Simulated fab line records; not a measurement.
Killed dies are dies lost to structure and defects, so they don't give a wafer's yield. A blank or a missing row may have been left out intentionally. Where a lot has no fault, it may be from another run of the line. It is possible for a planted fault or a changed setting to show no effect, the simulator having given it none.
Which tool was responsible? ; flow gf180mcu ; 7 lots, 21 wafers sampled, at 1 step of a route of 602

WHAT THE GAUGES SHOWED, per wafer
GF_STI_CD_MEAS_12 targets a cd of 220 nm.
lot;measured;on;cdNm (nm)
L881;day 2 06:37;cdSem-02;217.5 217.5 217.4
L885;day 3 08:00;cdSem-01;218.7 218.7 218.9
L888;day 3 18:07;cdSem-01;218.5 219.9 219.2
L893;day 4 22:22;cdSem-02;222.2 220.9 221.1
L897;day 5 16:57;cdSem-02;220.6 220.3 219.8
L901;day 6 13:16;cdSem-02;220.4 220.8 220.3
L903;day 7 00:20;cdSem-01;218.0 219.2 219.7

WHICH TOOL RAN EACH LOT (tool, then ch and the chambers of the sampled wafers, then the start)
The record holds no process step before these readings.

THE ANSWER, worked out from the rows above alone
Rule: what is usual is taken from the lots themselves. The widest of any qualifying gaps counts: lots, ordered by their means at a reading, are off when they make up no more than a third of the lots, leave a main group of 4 or more, and stand apart from it by 3 or more times the standard deviation of that group's means. A main group is skipped when, at the precision printed for the reading in the tables above, its means are all equal. Also off: a lot with no number at a reading for which 4 or more lots have one. All remaining lots with rows at the step are treated as sound.
No lot is off at any reading shown: from this, nothing can be told.

WHAT THE SIMULATOR PUT IN
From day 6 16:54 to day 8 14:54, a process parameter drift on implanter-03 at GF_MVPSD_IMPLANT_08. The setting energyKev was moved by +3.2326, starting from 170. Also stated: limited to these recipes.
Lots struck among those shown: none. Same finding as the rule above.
